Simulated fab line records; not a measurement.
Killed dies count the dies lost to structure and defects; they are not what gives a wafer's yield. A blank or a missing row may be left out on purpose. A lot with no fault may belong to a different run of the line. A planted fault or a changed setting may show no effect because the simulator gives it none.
fab line records -- flow sfq-line
record: lots: 5, wafers: 15, last-day: 91
route steps=325 shown R5@218 I5@228 C5@240
lots that met no fault: from a run of the same line without faults
start-h: hours from the record's first day to the start of the lot's first wafer shown -- wait-h: hours from the lot's prior step to this one -- " repeats the value in the row above -- L1.1+2: several wafers, shown together as one row -- - no value present, or no start provided -- * or withheld: withheld -- < > ~ a bound
route shown NAME@n: a module of which the file shows steps, and the number in the route of the first -- usual: the fault-free wafers' mean and standard deviation -- same: alike in all rows -- chamber/n: place in a boat -- sites: the reading at each site -- _std_site: their standard deviation -- _edge_site: inner sites' mean taken away from outer sites' mean -- radius-mm: how far each site lies from the wafer's centre -- mask NAME#n: copy n -- behind: tool/chamber where the wafer was last shaped -- hold: reason for holding the lot/hours on hold/outcome of the hold -- device: whichever transistor did not switch (one of n, p or np) -- end of line: the same wafers' tests at the end of the route -- step lacking rows: just its recipe -- killed: dies lost to structure and defects at the first sort, not the wafer's yield -- map: a wafer's dies, x killed, . not, _ none there
set.NAME: the setting as run; set.NAME@STEP: as run at that earlier step -- model.NAME: the simulator's own value behind a step, which no gauge read
lots at selected steps of the route; one table per step, one row per wafer
services: when a tool's chamber went out of use (start-h, in hours from the record's first day, below 0 if earlier), for how many hours, and the reason
== steps ==
step: SFQ_TRILAYER_R5_LITHO_COAT_136
recipe: resist: KrF, spin-rpm: 3000, resist-thk-nm: 600
lot.wafer,tool,chamber,start-h,wait-h
L082.4+5+6,litho-track-03,0,1403.28,0.2
L086.3+4+6,litho-track-03,0,1433.41,0.2
L087.1+2+4,litho-track-02,0,1442.07,0.2
L090.2+3+5,litho-track-02,0,1464.42,0.2
L094.1+4+6,litho-track-02,0,1638.70,0.2
step: SFQ_TRILAYER_R5_LITHO_SOFTBAKE_140
recipe: temp-c: withheld, time-s: withheld, resist: KrF
lot.wafer,tool,chamber,start-h,wait-h
L082.4+5+6,litho-track-03,0,1403.50,0.2
L086.3+4+6,litho-track-03,0,1433.66,0.2
L087.1+2+4,litho-track-02,0,1442.37,0.2
L090.2+3+5,litho-track-02,0,1464.69,0.2
L094.1+4+6,litho-track-02,0,1639.00,0.2
step: SFQ_TRILAYER_R5_LITHO_EXPOSE_137
recipe: mask-id: R5, na: 0.6, source-shape: conventional, sigma-outer: 0.65, target-cd-nm: 500, dose-mj: 14.4
lot.wafer,tool,chamber,start-h,wait-h,mask
L082.4+5+6,krf-scanner-02,0,1544.17,-,R5#0
L086.3+4+6,krf-scanner-02,0,1576.37,-,R5#0
L087.1+2+4,krf-scanner-02,0,1585.57,-,R5#0
L090.2+3+5,krf-scanner-02,0,1598.97,-,R5#0
L094.1+4+6,krf-scanner-02,0,1639.27,-,R5#0
step: SFQ_TRILAYER_R5_LITHO_PEB_139
recipe: peb-temp-c: 115, peb-time-s: 60, resist: KrF
lot.wafer,tool,chamber,start-h,wait-h
L082.4+5+6,litho-track-02,0,1544.85,0.5
L086.3+4+6,litho-track-03,0,1577.22,0.7
L087.1+2+4,litho-track-02,0,1586.77,1.0
L090.2+3+5,litho-track-04,0,1600.00,0.8
L094.1+4+6,litho-track-03,0,1640.47,1.0
step: SFQ_TRILAYER_R5_LITHO_DEVELOP_138
recipe: time-s: 60, resist: KrF
lot.wafer,tool,chamber,start-h,wait-h
L082.4+5+6,litho-track-02,0,1545.00,0.1
L086.3+4+6,litho-track-03,0,1577.37,0.1
L087.1+2+4,litho-track-02,0,1586.92,0.1
L090.2+3+5,litho-track-04,0,1600.15,0.1
L094.1+4+6,litho-track-03,0,1640.62,0.1
step: SFQ_R5_OVL_MEAS_935
usual: R5_OVL: -2/5.5
lot.wafer,tool,chamber,start-h,wait-h,R5_OVL[nm]
L082.4,overlay-01,-,1545.09,0.1,-7
L082.5,overlay-01,-,1545.09,0.1,-9
L082.6,overlay-01,-,1545.09,0.1,-11
L086.3,overlay-02,-,1577.48,0.1,-3
L086.4,overlay-02,-,1577.48,0.1,2
L086.6,overlay-02,-,1577.48,0.1,3
L087.1,overlay-01,-,1587.07,0.1,-13
L087.2,overlay-01,-,1587.07,0.1,-10
L087.4,overlay-01,-,1587.07,0.1,-12
L090.2,overlay-02,-,1600.28,0.1,-13
L090.3,overlay-02,-,1600.28,0.1,-8
L090.5,overlay-02,-,1600.28,0.1,-9
L094.1,overlay-01,-,1640.77,0.1,9
L094.4,overlay-01,-,1640.77,0.1,5
L094.6,overlay-01,-,1640.77,0.1,4
step: SFQ_TRILAYER_R5_BARC_OPEN_METAL_ETCH_177
recipe: mask-material: PR, chemistry: O2, target-depth-nm: 125, target: BARC, icp-w: 600, bias-w: 80, pressure-mtorr: 10, time-s: 41.7
usual: drypump-motor-current-A: 5.4/0.48, oes-product-au: 0.685/0.0045
lot.wafer,tool,chamber,start-h,wait-h,drypump-motor-current-A,oes-product-au,rf-hours-counter-h
L082.4,rie-metal-04,1,1545.13,0.0,6.2,0.688,-
L082.5,rie-metal-04,1,1545.13,0.0,6.2,0.681,-
L082.6,rie-metal-04,0,1545.13,0.0,5.0,0.681,-
L086.3,rie-metal-04,1,1577.53,0.0,6.2,0.684,-
L086.4,rie-metal-04,0,1577.53,0.0,5.0,0.684,-
L086.6,rie-metal-04,0,1577.53,0.0,5.0,0.688,-
L087.1,rie-metal-03,1,1587.11,0.0,4.9,0.692,14
L087.2,rie-metal-03,0,1587.11,0.0,5.6,0.681,10
L087.4,rie-metal-03,1,1587.11,0.0,4.9,0.685,-
L090.2,rie-metal-04,0,1600.31,0.0,5.0,0.682,79
L090.3,rie-metal-04,1,1600.31,0.0,6.1,0.689,-
L090.5,rie-metal-04,1,1600.31,0.0,6.2,0.682,-
L094.1,rie-metal-04,1,1640.81,0.0,6.2,0.689,50
L094.4,rie-metal-04,1,1640.81,0.0,6.2,0.677,-
L094.6,rie-metal-04,0,1640.81,0.0,5.0,0.690,-
step: SFQ_TRILAYER_R5_ETCH_METAL_ETCH_139
recipe: stop-on: SiO2, mask-material: PR, chemistry: Cl2, target-depth-nm: 60, icp-w: 600, bias-w: 80, pressure-mtorr: 10, time-s: 40
usual: drypump-motor-current-A: 5.4/0.48, oes-product-au: 0.991/0.0059
lot.wafer,tool,chamber,start-h,wait-h,drypump-motor-current-A,oes-product-au,rf-hours-counter-h
L082.4,rie-metal-04,1,1545.19,0.0,6.2,0.981,-
L082.5,rie-metal-04,1,1545.19,0.0,6.1,0.990,-
L082.6,rie-metal-04,0,1545.19,0.0,5.0,0.991,-
L086.3,rie-metal-04,1,1577.59,0.0,6.2,0.991,-
L086.4,rie-metal-04,0,1577.59,0.0,5.1,0.994,-
L086.6,rie-metal-04,0,1577.59,0.0,5.0,0.995,-
L087.1,rie-metal-03,1,1587.17,0.0,4.9,0.977,14
L087.2,rie-metal-03,0,1587.17,0.0,5.6,0.990,10
L087.4,rie-metal-03,1,1587.17,0.0,4.9,0.974,-
L090.2,rie-metal-04,0,1600.37,0.0,5.0,0.999,79
L090.3,rie-metal-04,1,1600.37,0.0,6.1,0.979,-
L090.5,rie-metal-04,1,1600.37,0.0,6.1,0.990,-
L094.1,rie-metal-04,1,1640.87,0.0,6.2,0.992,50
L094.4,rie-metal-04,1,1640.87,0.0,6.2,0.991,-
L094.6,rie-metal-04,0,1640.87,0.0,5.0,0.994,-
step: SFQ_TRILAYER_R5_STRIP_STRIP_140
recipe: gas: O2, power-w: 200, platen-temp-c: 40, overash-fraction: 0.65, chemistry: O2, pressure-mtorr: 50
usual: drypump-motor-current-A: 5.4/0.48, oes-product-au: 1.001/0.0075
lot.wafer,tool,chamber,start-h,wait-h,drypump-motor-current-A,oes-product-au,rf-hours-counter-h
L082.4,rie-metal-04,1,1545.43,0.2,6.2,1.002,-
L082.5,rie-metal-04,1,1545.43,0.2,6.2,0.998,-
L082.6,rie-metal-04,0,1545.43,0.2,5.0,0.997,-
L086.3,rie-metal-04,1,1577.83,0.2,6.2,0.994,-
L086.4,rie-metal-04,0,1577.83,0.2,5.0,0.992,-
L086.6,rie-metal-04,0,1577.83,0.2,5.0,1.002,-
L087.1,rie-metal-03,1,1587.23,0.0,4.9,0.987,14
L087.2,rie-metal-03,0,1587.23,0.0,5.7,1.008,10
L087.4,rie-metal-03,1,1587.23,0.0,4.9,0.996,-
L090.2,rie-metal-04,0,1600.43,0.0,5.0,1.008,79
L090.3,rie-metal-04,1,1600.43,0.0,6.2,1.008,-
L090.5,rie-metal-04,1,1600.43,0.0,6.2,1.000,-
L094.1,rie-metal-04,1,1640.93,0.0,6.2,0.993,50
L094.4,rie-metal-04,1,1640.93,0.0,6.2,0.999,-
L094.6,rie-metal-04,0,1640.93,0.0,5.0,1.004,-
step: SFQ_TRILAYER_R5_STRIP_SOLV_CLEAN_141
recipe: chemistry: NMP, temp-c: 70, time-s: 600
lot.wafer,tool,chamber,start-h,wait-h
L082.4+5+6,wet-bench-04,"5,6,2",1545.83,0.2
L086.3+4+6,wet-bench-02,"3,4,7",1578.23,0.2
L087.1+2+4,wet-bench-01,"6,7,2",1587.83,0.4
L090.2+3+5,wet-bench-02,"1,6,5",1601.03,0.4
L094.1+4+6,wet-bench-01,"2,7,4",1641.53,0.4
step: SFQ_TRILAYER_A5C_DEP_PECVD_142
recipe: material: SiO2, temp-c: 150, time-s: 15.556, pressure-torr: 2.4, rf-w: 183.3, precursor: SiH4/N2O, target-thk-nm: 70
usual: heater-power-outer-w: 31/6.5, heater-power-w: 83/9.1, throttle-valve-pct: 24.7/2.1
lot.wafer,tool,chamber,start-h,wait-h,heater-power-outer-w,heater-power-w,throttle-valve-pct
L082.4,pecvd-03,2,1546.05,0.0,16,67,26.2
L082.5,pecvd-03,1,1546.05,0.0,27,72,25.6
L082.6,pecvd-03,0,1546.05,0.0,35,90,25.0
L086.3,pecvd-03,1,1578.40,0.0,30,78,25.9
L086.4,pecvd-03,1,1578.40,0.0,30,76,25.8
L086.6,pecvd-03,0,1578.40,0.0,24,76,25.1
L087.1,pecvd-04,0,1588.00,0.0,33,88,28.4
L087.2,pecvd-04,1,1588.00,0.0,30,79,23.9
L087.4,pecvd-04,0,1588.00,0.0,33,92,28.7
L090.2,pecvd-03,1,1601.20,0.0,32,80,25.8
L090.3,pecvd-03,0,1601.20,0.0,35,90,25.1
L090.5,pecvd-03,0,1601.20,0.0,35,89,25.4
L094.1,pecvd-02,2,1641.70,0.0,39,89,22.6
L094.4,pecvd-02,1,1641.70,0.0,28,78,21.6
L094.6,pecvd-02,1,1641.70,0.0,28,79,21.8
step: SFQ_TRILAYER_I5_LITHO_COAT_149
recipe: resist: BARC, spin-rpm: 3000, resist-thk-nm: 62
lot.wafer,tool,chamber,start-h,wait-h
L082.4+5+6,litho-track-03,0,1546.21,0.1
L086.3+4+6,litho-track-03,0,1578.53,0.1
L087.1+2+4,litho-track-01,0,1588.03,0.0
L090.2+3+5,litho-track-03,0,1601.28,0.1
L094.1+4+6,litho-track-01,0,1641.74,0.0
step: SFQ_TRILAYER_I5_LITHO_COAT_144
recipe: resist: KrF, spin-rpm: 3000, resist-thk-nm: 650
lot.wafer,tool,chamber,start-h,wait-h
L082.4+5+6,litho-track-03,0,1546.51,0.2
L086.3+4+6,litho-track-03,0,1578.83,0.2
L087.1+2+4,litho-track-01,0,1588.33,0.2
L090.2+3+5,litho-track-03,0,1601.58,0.2
L094.1+4+6,litho-track-01,0,1642.04,0.2
step: SFQ_TRILAYER_I5_LITHO_SOFTBAKE_148
recipe: temp-c: withheld, time-s: withheld, resist: KrF
lot.wafer,tool,chamber,start-h,wait-h
L082.4+5+6,litho-track-03,0,1546.73,0.2
L086.3+4+6,litho-track-03,0,1579.08,0.2
L087.1+2+4,litho-track-01,0,1588.63,0.2
L090.2+3+5,litho-track-03,0,1601.85,0.2
L094.1+4+6,litho-track-01,0,1642.34,0.2
step: SFQ_TRILAYER_I5_LITHO_EXPOSE_145
recipe: mask-id: I5, na: 0.6, source-shape: conventional, sigma-outer: 0.65, target-cd-nm: 700, dose-mj: 21.3
lot.wafer,tool,chamber,start-h,wait-h,mask
L082.4+5+6,krf-scanner-02,0,1685.30,-,I5#0
L086.3+4+6,krf-scanner-02,0,1716.30,-,I5#0
L087.1+2+4,krf-scanner-01,0,1728.87,-,I5#0
L090.2+3+5,krf-scanner-01,0,1737.47,-,I5#0
L094.1+4+6,krf-scanner-01,0,1759.89,-,I5#0
step: SFQ_TRILAYER_I5_LITHO_PEB_147
recipe: peb-temp-c: 115, peb-time-s: 60, resist: KrF
lot.wafer,tool,chamber,start-h,wait-h
L082.4+5+6,litho-track-01,0,1685.97,0.5
L086.3+4+6,litho-track-01,0,1717.15,0.7
L087.1+2+4,litho-track-01,0,1730.07,1.0
L090.2+3+5,litho-track-03,0,1738.49,0.8
L094.1+4+6,litho-track-03,0,1761.09,1.0
step: SFQ_TRILAYER_I5_LITHO_DEVELOP_146
recipe: time-s: 60, resist: KrF
lot.wafer,tool,chamber,start-h,wait-h
L082.4+5+6,litho-track-01,0,1686.12,0.1
L086.3+4+6,litho-track-01,0,1717.30,0.1
L087.1+2+4,litho-track-01,0,1730.22,0.1
L090.2+3+5,litho-track-03,0,1738.64,0.1
L094.1+4+6,litho-track-03,0,1761.24,0.1
step: SFQ_I5_OVL_MEAS_936
usual: I5_OVL: -1/4.9
lot.wafer,tool,chamber,start-h,wait-h,I5_OVL[nm]
L082.4,overlay-02,-,1686.22,0.1,-11
L082.5,overlay-02,-,1686.22,0.1,-2
L082.6,overlay-02,-,1686.22,0.1,-10
L086.3,overlay-02,-,1717.41,0.1,0
L086.4,overlay-02,-,1717.41,0.1,-3
L086.6,overlay-02,-,1717.41,0.1,-2
L087.1,overlay-02,-,1730.37,0.1,1
L087.2,overlay-02,-,1730.37,0.1,5
L087.4,overlay-02,-,1730.37,0.1,0
L090.2,overlay-02,-,1738.77,0.1,-7
L090.3,overlay-02,-,1738.77,0.1,1
L090.5,overlay-02,-,1738.77,0.1,-8
L094.1,overlay-01,-,1761.39,0.1,-2
L094.4,overlay-01,-,1761.39,0.1,-2
L094.6,overlay-01,-,1761.39,0.1,0
step: SFQ_TRILAYER_I5_BARC_OPEN_VIA_ETCH_200
recipe: mask-material: PR, chemistry: O2, target-depth-nm: 125, target: BARC, source-w: 500, bias-w: 80, pressure-mtorr: 30, time-s: 41.7
usual: drypump-motor-current-A: 5.5/0.44, oes-product-au: 0.685/0.0043
lot.wafer,tool,chamber,start-h,wait-h,drypump-motor-current-A,oes-product-au,rf-hours-counter-h
L082.4,rie-diel-04,1,1686.23,0.0,5.8,0.686,11
L082.5,rie-diel-04,2,1686.23,0.0,5.4,0.688,-
L082.6,rie-diel-04,3,1686.23,0.0,5.7,0.675,-
L086.3,rie-diel-04,0,1717.43,0.0,5.7,0.691,17
L086.4,rie-diel-04,2,1717.43,0.0,5.4,0.684,4
L086.6,rie-diel-04,3,1717.43,0.0,5.7,0.686,-
L087.1,rie-diel-01,2,1730.40,0.0,5.8,0.682,10
L087.2,rie-diel-01,1,1730.40,0.0,4.9,0.684,11
L087.4,rie-diel-01,2,1730.40,0.0,5.8,0.688,-
L090.2,rie-diel-01,2,1738.80,0.0,5.8,0.686,10
L090.3,rie-diel-01,1,1738.80,0.0,4.9,0.680,11
L090.5,rie-diel-01,1,1738.80,0.0,4.9,0.686,-
L094.1,rie-diel-04,1,1761.43,0.0,5.8,0.687,12
L094.4,rie-diel-04,0,1761.43,0.0,5.7,0.684,17
L094.6,rie-diel-04,3,1761.43,0.0,5.7,0.690,-
step: SFQ_TRILAYER_I5_ETCH_VIA_ETCH_147
recipe: stop-on: Nb, mask-material: PR, chemistry: CHF3, target-depth-nm: 360, source-w: 500, bias-w: 80, pressure-mtorr: 30, time-s: withheld
usual: drypump-motor-current-A: 5.5/0.44, oes-product-au: 0.990/0.0059
lot.wafer,tool,chamber,start-h,wait-h,drypump-motor-current-A,oes-product-au
L082.4,rie-diel-04,1,1686.27,0.0,5.8,0.992
L082.5,rie-diel-04,2,1686.27,0.0,5.4,0.989
L082.6,rie-diel-04,3,1686.27,0.0,5.7,0.988
L086.3,rie-diel-04,0,1717.47,0.0,5.7,0.981
L086.4,rie-diel-04,2,1717.47,0.0,5.4,0.996
L086.6,rie-diel-04,3,1717.47,0.0,5.7,0.993
L087.1,rie-diel-01,2,1730.44,0.0,5.8,0.998
L087.2,rie-diel-01,1,1730.44,0.0,4.9,0.990
L087.4,rie-diel-01,2,1730.44,0.0,5.8,0.988
L090.2,rie-diel-01,2,1738.84,0.0,5.8,0.994
L090.3,rie-diel-01,1,1738.84,0.0,4.9,0.992
L090.5,rie-diel-01,1,1738.84,0.0,4.9,0.995
L094.1,rie-diel-04,1,1761.47,0.0,5.8,0.993
L094.4,rie-diel-04,0,1761.47,0.0,5.7,0.986
L094.6,rie-diel-04,3,1761.47,0.0,5.7,0.977
step: SFQ_TRILAYER_I5_STRIP_STRIP_148
recipe: gas: O2, power-w: 200, platen-temp-c: 40, overash-fraction: 0.65, chemistry: O2, pressure-mtorr: 50
usual: drypump-motor-current-A: 5.3/0.48, oes-product-au: 0.998/0.012
lot.wafer,tool,chamber,start-h,wait-h,drypump-motor-current-A,oes-product-au,rf-hours-counter-h
L082.4,rie-metal-02,1,1687.02,-,4.8,0.976,-
L082.5,rie-metal-02,1,1687.02,-,4.8,0.989,-
L082.6,rie-metal-02,1,1687.02,-,4.8,0.988,-
L086.3,rie-metal-03,0,1717.82,-,5.6,1.004,-
L086.4,rie-metal-03,1,1717.82,-,4.9,1.003,-
L086.6,rie-metal-03,1,1717.82,-,4.9,0.997,-
L087.1,rie-metal-04,0,1730.59,-,5.0,1.004,94
L087.2,rie-metal-04,1,1730.59,-,6.2,1.003,59
L087.4,rie-metal-04,1,1730.59,-,6.2,0.992,-
L090.2,rie-metal-02,0,1738.99,-,5.8,1.008,7
L090.3,rie-metal-02,0,1738.99,-,5.8,1.018,-
L090.5,rie-metal-02,1,1738.99,-,4.8,0.992,-
L094.1,rie-metal-03,0,1761.62,-,5.7,0.992,33
L094.4,rie-metal-03,0,1761.62,-,5.6,0.993,-
L094.6,rie-metal-03,0,1761.62,-,5.7,0.994,-
step: SFQ_TRILAYER_I5_STRIP_SOLV_CLEAN_149
recipe: chemistry: NMP, temp-c: 70, time-s: 600
lot.wafer,tool,chamber,start-h,wait-h
L082.4+5+6,wet-bench-03,"1,2,0",1687.62,0.4
L086.3+4+6,wet-bench-02,"2,1,0",1718.22,0.2
L087.1+2+4,wet-bench-02,"4,5,0",1731.19,0.4
L090.2+3+5,wet-bench-03,"2,0,4",1739.59,0.4
L094.1+4+6,wet-bench-01,"3,5,4",1762.22,0.4
step: SFQ_TRILAYER_C5_LITHO_COAT_156
recipe: resist: BARC, spin-rpm: 3000, resist-thk-nm: 62
lot.wafer,tool,chamber,start-h,wait-h
L082.4+5+6,litho-track-01,0,1687.95,0.1
L086.3+4+6,litho-track-01,0,1718.50,0.1
L087.1+2+4,litho-track-01,0,1731.37,0.0
L090.2+3+5,litho-track-04,0,1739.82,0.1
L094.1+4+6,litho-track-01,0,1762.40,0.0
step: SFQ_TRILAYER_C5_LITHO_COAT_151
recipe: resist: KrF, spin-rpm: 3000, resist-thk-nm: 650
lot.wafer,tool,chamber,start-h,wait-h
L082.4+5+6,litho-track-01,0,1688.25,0.2
L086.3+4+6,litho-track-01,0,1718.80,0.2
L087.1+2+4,litho-track-01,0,1731.67,0.2
L090.2+3+5,litho-track-04,0,1740.12,0.2
L094.1+4+6,litho-track-01,0,1762.70,0.2
step: SFQ_TRILAYER_C5_LITHO_SOFTBAKE_155
recipe: temp-c: withheld, time-s: withheld, resist: KrF
lot.wafer,tool,chamber,start-h,wait-h
L082.4+5+6,litho-track-01,0,1688.47,0.2
L086.3+4+6,litho-track-01,0,1719.05,0.2
L087.1+2+4,litho-track-01,0,1731.97,0.2
L090.2+3+5,litho-track-04,0,1740.39,0.2
L094.1+4+6,litho-track-01,0,1763.00,0.2
step: SFQ_TRILAYER_C5_LITHO_EXPOSE_152
recipe: mask-id: C5, na: 0.6, source-shape: conventional, sigma-outer: 0.65, target-cd-nm: 500, dose-mj: 21.3
lot.wafer,tool,chamber,start-h,wait-h,mask
L082.4+5+6,krf-scanner-02,0,1784.69,-,C5#0
L086.3+4+6,krf-scanner-01,0,1808.72,-,C5#0
L087.1+2+4,krf-scanner-01,0,1823.92,-,C5#0
L090.2+3+5,krf-scanner-02,0,1837.44,-,C5#0
L094.1+4+6,krf-scanner-02,0,1863.80,-,C5#0
step: SFQ_TRILAYER_C5_LITHO_PEB_154
recipe: peb-temp-c: 115, peb-time-s: 60, resist: KrF
lot.wafer,tool,chamber,start-h,wait-h
L082.4+5+6,litho-track-04,0,1785.37,0.5
L086.3+4+6,litho-track-04,0,1809.57,0.7
L087.1+2+4,litho-track-02,0,1825.12,1.0
L090.2+3+5,litho-track-01,0,1838.47,0.8
L094.1+4+6,litho-track-01,0,1865.00,1.0
step: SFQ_TRILAYER_C5_LITHO_DEVELOP_153
recipe: time-s: 60, resist: KrF
lot.wafer,tool,chamber,start-h,wait-h
L082.4+5+6,litho-track-04,0,1785.52,0.1
L086.3+4+6,litho-track-04,0,1809.72,0.1
L087.1+2+4,litho-track-02,0,1825.27,0.1
L090.2+3+5,litho-track-01,0,1838.62,0.1
L094.1+4+6,litho-track-01,0,1865.15,0.1
step: SFQ_C5_OVL_MEAS_937
usual: C5_OVL: -2/6
lot.wafer,tool,chamber,start-h,wait-h,C5_OVL[nm]
L082.4,overlay-01,-,1785.61,0.1,-9
L082.5,overlay-01,-,1785.61,0.1,-7
L082.6,overlay-01,-,1785.61,0.1,-5
L086.3,overlay-02,-,1809.83,0.1,-7
L086.4,overlay-02,-,1809.83,0.1,-15
L086.6,overlay-02,-,1809.83,0.1,-15
L087.1,overlay-01,-,1825.42,0.1,-8
L087.2,overlay-01,-,1825.42,0.1,3
L087.4,overlay-01,-,1825.42,0.1,0
L090.2,overlay-01,-,1838.75,0.1,0
L090.3,overlay-01,-,1838.75,0.1,-8
L090.5,overlay-01,-,1838.75,0.1,-1
L094.1,overlay-01,-,1865.30,0.1,2
L094.4,overlay-01,-,1865.30,0.1,-4
L094.6,overlay-01,-,1865.30,0.1,-5
step: SFQ_TRILAYER_C5_BARC_OPEN_VIA_ETCH_210
recipe: mask-material: PR, chemistry: O2, target-depth-nm: 125, target: BARC, source-w: 500, bias-w: 80, pressure-mtorr: 30, time-s: 41.7
usual: drypump-motor-current-A: 5.6/0.36, oes-product-au: 0.686/0.0044
lot.wafer,tool,chamber,start-h,wait-h,drypump-motor-current-A,oes-product-au,rf-hours-counter-h
L082.4,rie-diel-02,3,1785.63,0.0,6.4,0.689,3
L082.5,rie-diel-02,0,1785.63,0.0,5.8,0.687,-
L082.6,rie-diel-02,1,1785.63,0.0,5.4,0.691,-
L086.3,rie-diel-03,3,1809.85,0.0,4.9,0.681,2
L086.4,rie-diel-03,1,1809.85,0.0,5.6,0.687,2
L086.6,rie-diel-03,2,1809.85,0.0,5.7,0.681,-
L087.1,rie-diel-03,1,1825.45,0.0,5.6,0.681,3
L087.2,rie-diel-03,0,1825.45,0.0,4.8,0.683,3
L087.4,rie-diel-03,3,1825.45,0.0,4.9,0.679,2
L090.2,rie-diel-03,2,1838.78,0.0,5.6,0.686,17
L090.3,rie-diel-03,1,1838.78,0.0,5.6,0.685,3
L090.5,rie-diel-03,2,1838.78,0.0,5.7,0.689,-
L094.1,rie-diel-04,3,1865.34,0.0,5.7,0.684,15
L094.4,rie-diel-04,0,1865.34,0.0,5.7,0.687,0
L094.6,rie-diel-04,1,1865.34,0.0,5.8,0.687,-
== services ==
tool,chamber,start-h,hours,kind
rie-metal-04,-,1382.93,0.5,repair
rie-diel-04,2,1419.80,12.1,repair
krf-scanner-02,-,1437.68,1.3,pm
krf-scanner-02,-,1453.52,11.6,pm
rie-metal-04,-,1469.06,1.0,repair
rie-diel-04,0,1481.99,10.2,repair
krf-scanner-02,-,1482.58,0.8,pm
krf-scanner-02,-,1485.45,1.0,pm
rie-metal-04,1,1489.88,6.7,repair
krf-scanner-02,-,1616.77,1.3,pm
krf-scanner-02,-,1632.80,2.5,repair
krf-scanner-02,-,1650.85,0.8,pm
krf-scanner-02,-,1654.45,1.0,pm
krf-scanner-02,-,1721.54,0.3,repair
krf-scanner-02,-,1742.17,1.1,repair
krf-scanner-02,-,1754.97,4.0,pm
krf-scanner-02,-,1760.83,0.3,repair
krf-scanner-02,-,1788.89,1.3,pm
krf-scanner-02,-,1791.81,0.4,repair
krf-scanner-02,-,1808.19,21.0,pm
rie-metal-04,1,1825.49,3.2,repair
krf-scanner-02,-,1829.19,0.8,pm
krf-scanner-02,-,1829.94,1.0,pm
krf-scanner-02,-,1842.28,3.5,repair
== key ==
fault none
